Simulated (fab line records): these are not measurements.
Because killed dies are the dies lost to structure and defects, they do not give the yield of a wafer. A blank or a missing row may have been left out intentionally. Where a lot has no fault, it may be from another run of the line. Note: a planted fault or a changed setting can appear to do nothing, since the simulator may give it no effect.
Which tool is to blame? | flow sky130 | 18 wafers from 6 lots sampled at 2 of the route's 708 steps

== WHAT EACH GAUGE READ, for each wafer ==
SKY_VIA1_THK_MEAS_01.
lot  | measured     | on           | VIA1_HDPCVD_THK (nm)
L407 | day 33 14:59 | filmMetro-02 | 1020 1011 1026
L411 | day 35 01:04 | filmMetro-01 | 1032 1036 1038
L413 | day 35 11:09 | filmMetro-04 | 1006 1015 1017
L421 | day 38 03:49 | filmMetro-02 | 1033 1024 1334
L425 | day 39 02:44 | filmMetro-01 | 1029 1025 1017
L428 | day 40 09:15 | filmMetro-02 | 1038 1019 1032

== EACH LOT AND THE TOOL THAT RAN IT (in order: tool; ch and the chambers of the sampled wafers; start) ==
lot  | SKY_VIA1_HDPCVD_00
L407 | hdpcvd-02 ch 0,1,2, day 33 14:52
L411 | hdpcvd-01 ch 0,2, day 35 00:58
L413 | hdpcvd-02 ch 0,2, day 35 11:02
L421 | hdpcvd-02 ch 0,1,2, day 38 03:42
L425 | hdpcvd-01 ch 0,2, day 39 02:37
L428 | hdpcvd-01 ch 0,1,2, day 40 09:08
- SKY_VIA1_HDPCVD_00: deposits SiO2, target thk 1030 nm, time 171.7 s.

== THE ANSWER, worked out from the rows above alone ==
Rule: what is usual is taken from the lots themselves. The widest of any qualifying gaps counts: lots, ordered by their means at a reading, are off when they make up no more than a third of the lots, leave a main group of 4 or more, and stand apart from it by 3 or more times the standard deviation of that group's means. A main group is skipped when, at the precision printed for the reading in the tables above, its means are all equal. A lot without any number at a reading at which 4 lots or more have one is off too. Where the step has rows for the other lots, those lots are counted as sound.
Off: at SKY_VIA1_THK_MEAS_01 (VIA1_HDPCVD_THK), L421. Main group: mean 1024 nm, sd 7.9.
A tool fits if, at a process step before that reading, it ran every lot that is off, and no sound lot after the first of them. Gauges at SKY_VIA1_THK_MEAS_01: tried the same way as those tools. One fits: hdpcvd-02 at SKY_VIA1_HDPCVD_00. A fault onset in the window from L413 (day 35 11:02, its last sound lot) to L421 (day 38 03:42, its first lot off) fits.

== WHAT THE SIMULATOR HAD PUT IN ==
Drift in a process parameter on hdpcvd-02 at SKY_VIA1_HDPCVD_00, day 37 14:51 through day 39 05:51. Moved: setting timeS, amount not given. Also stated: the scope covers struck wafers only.
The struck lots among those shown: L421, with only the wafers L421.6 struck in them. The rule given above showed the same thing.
